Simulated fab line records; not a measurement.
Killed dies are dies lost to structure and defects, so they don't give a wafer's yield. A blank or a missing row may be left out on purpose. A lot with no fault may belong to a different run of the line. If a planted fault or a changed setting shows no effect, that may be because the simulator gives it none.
What tool caused it? | flow sky130 | 36 wafers from 12 lots sampled at 5 of the route's 708 steps

== WHAT EACH GAUGE READ, for each wafer ==
SKY_POLY_CUT_OVL_MEAS_09. Usual: POLY_CUT_OVL -3 nm, standard deviation 6.1.
lot  | measured     | on         | POLY_CUT_OVL (nm) | flag
L553 | day 24 14:23 | overlay-02 | -2 4 -3           |
L555 | day 25 06:26 | overlay-02 | 9 1 2             |
L556 | day 25 10:11 | overlay-01 | -14 -3 -8         |
L557 | day 25 16:59 | overlay-02 | 2 -1 -3           |
L558 | day 26 07:17 | overlay-01 | -7 -4 1           |
L561 | day 27 07:41 | overlay-02 | -3 -3 -1          |
L566 | day 29 08:02 | overlay-01 | 0 -9 -2           |
L569 | day 30 04:05 | overlay-01 | -5 -3 -2          |
L570 | day 30 11:38 | overlay-02 | 0 -14 3           |
L572 | day 30 22:44 | overlay-01 | 0 -4 2            |
L575 | day 32 04:47 | overlay-02 | 1 2 -5            |
L576 | day 32 09:29 | overlay-01 | -3 1 2            |

SKY_LOCAL_INTERCONNECT_THK_MEAS_02: measures by xrf. Usual: LOCAL_INTERCONNECT_TIN_THK 101.2 nm, standard deviation 1.3.
lot  | measured     | on            | LOCAL_INTERCONNECT_TIN_THK (nm) | flag
L553 | day 29 15:43 | film metro-02 | 103.8 101.3 102.4               |
L555 | day 30 06:26 | film metro-02 | 99.9 100.7 100.2                |
L556 | day 30 10:15 | film metro-01 | 100.7 98.9 100.7                |
L557 | day 30 16:43 | film metro-01 | 98.1 98.3 98.2                  |
L558 | day 31 04:52 | film metro-04 | 102.2 101.6 102.4               |
L561 | day 32 05:17 | film metro-02 | 101.0 101.4 100.3               |
L566 | day 34 03:10 | film metro-04 | 99.5                            |
L569 | day 34 22:43 | film metro-02 | 102.5 103.5 104.4               |
L570 | day 35 04:32 | film metro-04 | 100.8 101.1 100.9               |
L572 | day 35 14:31 | film metro-02 | 101.4 101.6 100.7               |
L575 | day 36 19:22 | film metro-02 | 102.0 103.0 102.1               |
L576 | day 36 23:07 | film metro-02 | 102.7 101.1 104.8               |

== WHAT TOOL EACH LOT RAN ON (gives the tool, then ch and the chambers of the sampled wafers, and finally the start) ==
lot  | SKY_LI_CONTACT_ETCH_15             | SKY_LI_CONTACT_STRIP_16              | SKY_LI_CONTACT_SPUTTER_20
L553 | rie diel-02 ch 0,3, day 29 14:25   | plasma asher-02 ch 0,1, day 29 14:30 | pvd sputter-03, day 29 14:52
L555 | rie diel-02 ch 0,1,3, day 30 05:07 | plasma asher-04 ch 0,1, day 30 05:12 | pvd sputter-01, day 30 05:34
L556 | rie diel-01 ch 2,3, day 30 08:55   | plasma asher-04 ch 0,1, day 30 09:02 | pvd sputter-01, day 30 09:23
L557 | rie diel-02 ch 1,2,3, day 30 15:22 | plasma asher-03 ch 0,1, day 30 15:27 | pvd sputter-04, day 30 15:51
L558 | rie diel-04 ch 2,3, day 31 03:34   | plasma asher-04 ch 0,1, day 31 03:39 | pvd sputter-01, day 31 04:01
L561 | rie diel-01 ch 1,2,3, day 32 03:52 | plasma asher-02 ch 0,1, day 32 03:57 | pvd sputter-03, day 32 04:20
L566 | rie diel-02 ch 0,2, day 34 01:49   | plasma asher-04 ch 0,1, day 34 01:54 | pvd sputter-04, day 34 02:16
L569 | rie diel-01 ch 1,2, day 34 21:25   | plasma asher-03 ch 0,1, day 34 21:30 | pvd sputter-03, day 34 21:52
L570 | rie diel-01 ch 2,3, day 35 03:13   | plasma asher-03 ch 0,1, day 35 03:18 | pvd sputter-01, day 35 03:40
L572 | rie diel-04 ch 1,2, day 35 13:10   | plasma asher-03 ch 0,1, day 35 13:17 | pvd sputter-04, day 35 13:38
L575 | rie diel-02 ch 1,3, day 36 18:04   | plasma asher-03 ch 0,1, day 36 18:09 | pvd sputter-03, day 36 18:31
L576 | rie diel-04 ch 0,1,2, day 36 21:40 | plasma asher-04 ch 0,1, day 36 21:45 | pvd sputter-03, day 36 22:07
- SKY_LI_CONTACT_ETCH_15: etches PSG in C4F8/O2/Ar, stops on Si, target depth 600 nm.
- SKY_LI_CONTACT_STRIP_16: strips in O2/N2.
- SKY_LI_CONTACT_SPUTTER_20: material TiN, target thk 20 nm, time 80 s.

== AS READ BY THE TOOLS THEMSELVES (means over the sampled wafers that have a number; for cases with no such wafer, the mark the record gives instead) ==
SKY_LI_CONTACT_ETCH_15. Usual: bias w 1200 W, standard deviation 3.5; oes product au 0.837 a.u., standard deviation 0.0045.
lot  | tool        | bias w (W) | oes product au (a.u.) | flag
L553 | rie diel-02 | 1198       | 0.841                 |
L555 | rie diel-02 | 1199       | 0.836                 |
L556 | rie diel-01 | 1199       | 0.835                 |
L557 | rie diel-02 | 1204       | 0.838                 |
L558 | rie diel-04 | 1202       | 0.837                 |
L561 | rie diel-01 | 1201       | 0.831                 |
L566 | rie diel-02 | 1202       | 0.801                 | OFF
L569 | rie diel-01 | 1194       | 0.839                 |
L570 | rie diel-01 | 1200       | 0.837                 |
L572 | rie diel-04 | 1196       | 0.838                 |
L575 | rie diel-02 | 1193       | 0.840                 |
L576 | rie diel-04 | 1199       | 0.838                 |

SKY_LI_CONTACT_STRIP_16. Usual: drypump motor current A 5.8 A, standard deviation 0.37; oes product au 0.375 a.u., standard deviation 0.0046; strip time to endpoint s 3.49 s, standard deviation 0.034.
lot  | tool            | drypump motor current A (A) | oes product au (a.u.) | strip time to endpoint s (s) | flag
L553 | plasma asher-02 | 5.5                         | 0.370                 | 3.42                         |
L555 | plasma asher-04 | 6.1                         | 0.369                 | 3.45                         |
L556 | plasma asher-04 | 6.1                         | 0.379                 | 3.50                         |
L557 | plasma asher-03 | 5.8                         | 0.375                 | 3.49                         |
L558 | plasma asher-04 | 6.1                         | 0.374                 | 3.49                         |
L561 | plasma asher-02 | 5.2                         | 0.380                 | 3.50                         |
L566 | plasma asher-04 | 6.1                         | 0.395                 | 3.88                         | OFF
L569 | plasma asher-03 | 5.7                         | 0.375                 | 3.52                         |
L570 | plasma asher-03 | 5.7                         | 0.379                 | 3.51                         |
L572 | plasma asher-03 | 5.7                         | 0.372                 | 3.50                         |
L575 | plasma asher-03 | 5.9                         | 0.380                 | 3.50                         |
L576 | plasma asher-04 | 6.0                         | 0.370                 | 3.50                         |

SKY_LI_CONTACT_SPUTTER_20. Usual: throttle valve pct 29.8 %, standard deviation 1.2.
lot  | tool           | throttle valve pct (%) | flag
L553 | pvd sputter-03 | 29.8                   |
L555 | pvd sputter-01 | 28.9                   |
L556 | pvd sputter-01 | 29.3                   |
L557 | pvd sputter-04 | 30.0                   |
L558 | pvd sputter-01 | 29.2                   |
L561 | pvd sputter-03 | 30.3                   |
L566 | pvd sputter-04 | 29.6                   |
L569 | pvd sputter-03 | 30.7                   |
L570 | pvd sputter-01 | 29.5                   |
L572 | pvd sputter-04 | 30.2                   |
L575 | pvd sputter-03 | 29.1                   |
L576 | pvd sputter-03 | 30.0                   |

== THE ANSWER, worked out from the rows above alone ==
Rule: lot off if the mean of its wafers having a number is beyond 3 standard deviations from the usual mean. A lot without any number at a reading at which 4 lots or more have one is off too. The other lots that the step has rows for count as sound. The gauges are gone through in route order, then the tools' own readings, and for those a lot's mean is taken as printed above. At the first step where some lot is off, the reading lying furthest off is the one used; lots without a number count as furthest.
Off: L566, at SKY_LI_CONTACT_ETCH_15 (oes product au).
If a tool, at that step or one of the process steps before it, ran each lot that is off and ran no sound lot following the first of them, it fits. Of those tried, none fits.

== WHAT THE SIMULATOR HAD PUT IN ==
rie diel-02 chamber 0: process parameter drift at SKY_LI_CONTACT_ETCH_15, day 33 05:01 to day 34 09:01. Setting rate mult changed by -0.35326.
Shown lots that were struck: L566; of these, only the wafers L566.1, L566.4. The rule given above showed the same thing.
